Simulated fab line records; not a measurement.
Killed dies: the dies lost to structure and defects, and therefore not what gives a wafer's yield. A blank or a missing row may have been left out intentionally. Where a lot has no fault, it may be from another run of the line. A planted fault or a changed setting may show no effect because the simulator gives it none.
The tool behind it: which one?    flow sky130    11 lots with 33 wafers sampled at 3 steps, on a route of 708 steps

== WHAT EACH GAUGE READ, for each wafer ==
SKY_SONOS_ONO_OVL_MEAS_14.
lot   measured      on          SONOS_ONO_OVL (nm)
L498  day 12 19:37  overlay-02  0.8 -0.2 0.9
L499  day 14 19:08  overlay-02  1.5 -0.8 3.4
L502  day 14 21:41  overlay-02  -1.6 -2.1 -0.6
L504  day 14 21:57  overlay-02  1.3 0.1 2.0
L505  day 15 04:40  overlay-02  0.6 0.6 -0.1
L506  day 15 08:37  overlay-01  -1.4 -0.1 0.0
L511  day 17 05:20  overlay-01  0.3 0.8 1.1
L512  day 17 17:40  overlay-02  -1.2 -0.6 -0.1
L516  day 19 15:04  overlay-01  -1.3 -0.4 -3.2
L517  day 19 14:43  overlay-02  0.1 0.1 0.2
L518  day 19 17:44  overlay-01  2.5 2.7 0.7

SKY_GATE_OXIDE_THK_MEAS_02.
lot   measured      on            GATE_OXIDE_OXIDATION_00_THK (nm)
L498  day 13 00:13  filmMetro-01  10.08 10.03 10.23
L499  day 14 21:04  filmMetro-03  10.30 10.28 10.29
L502  day 15 00:40  filmMetro-01  10.15 10.37 10.24
L504  day 15 00:40  filmMetro-04  10.14 10.19 10.34
L505  day 15 07:58  filmMetro-04  10.15 10.25 10.05
L506  day 15 11:43  filmMetro-03  10.23 10.19 10.28
L511  day 17 07:07  filmMetro-03  10.31 10.32 10.30
L512  day 17 20:35  filmMetro-03  10.41 10.41 10.51
L516  day 19 16:50  filmMetro-04  10.14 9.96 10.02
L517  day 19 16:50  filmMetro-01  10.25 10.02 10.12
L518  day 19 20:17  filmMetro-04  10.43 10.33 10.49

== WHAT TOOL EACH LOT RAN ON (gives the tool, then ch and the chambers of the sampled wafers, and finally the start) ==
lot   SKY_PWDE_STRIP_09
L498  plasmaAsher-02 ch 0,1, day 4 01:08
L499  plasmaAsher-04 ch 0,1, day 4 06:10
L502  plasmaAsher-04 ch 0,1, day 4 22:04
L504  plasmaAsher-03 ch 0,1, day 5 12:59
L505  plasmaAsher-04 ch 0,1, day 5 16:34
L506  plasmaAsher-04 ch 0,1, day 5 21:40
L511  plasmaAsher-04 ch 0,1, day 7 04:58
L512  plasmaAsher-03 ch 0,1, day 7 10:46
L516  plasmaAsher-04 ch 0,1, day 8 15:56
L517  plasmaAsher-04 ch 0,1, day 8 17:37
L518  plasmaAsher-03 ch 0,1, day 8 22:37
- SKY_PWDE_STRIP_09: strips in O2/N2.

== AS READ BY THE TOOLS THEMSELVES (means over the sampled wafers that have a number; for cases with no such wafer, the mark the record gives instead) ==
SKY_PWDE_STRIP_09.
lot   tool            drypumpMotorCurrentA (A)  oesProductAu (a.u.)  stripTimeToEndpointS (s)
L498  plasmaAsher-02  5.5                       0.721                36.79
L499  plasmaAsher-04  6.1                       0.726                36.80
L502  plasmaAsher-04  6.1                       0.722                36.98
L504  plasmaAsher-03  5.7                       0.726                36.90
L505  plasmaAsher-04  6.1                       0.718                37.03
L506  plasmaAsher-04  5.8                       0.721                36.93
L511  plasmaAsher-04  5.8                       0.724                37.02
L512  plasmaAsher-03  5.7                       0.723                36.93
L516  plasmaAsher-04  6.1                       0.722                37.03
L517  plasmaAsher-04  5.8                       0.720                36.84
L518  plasmaAsher-03  5.6                       0.721                37.00

== THE ANSWER, worked out from the rows above alone ==
Rule: the lots themselves supply what counts as usual. Put in order of their means at a reading, lots are off if they are a third of the lots or fewer, leave a main group of 4 or more, and stand apart from it by a gap of 3 or more times the standard deviation of the main group's means; of several such gaps the widest counts. The tables above print the reading to a certain number of digits; a main group whose means all agree to those digits is not used. A lot without any number at a reading at which 4 lots or more have one is off too. All remaining lots with rows at the step are treated as sound. Order of review: gauges by route order, followed by the tools' own readings, for which a lot's mean as printed above is used. The first step at which some lot is off is used, and at that step the reading that is off furthest; a lot without a number counts as furthest.
Across all readings shown, no lot is off: no conclusion can be drawn from this.

== WHAT HAD BEEN PUT IN BY THE SIMULATOR ==
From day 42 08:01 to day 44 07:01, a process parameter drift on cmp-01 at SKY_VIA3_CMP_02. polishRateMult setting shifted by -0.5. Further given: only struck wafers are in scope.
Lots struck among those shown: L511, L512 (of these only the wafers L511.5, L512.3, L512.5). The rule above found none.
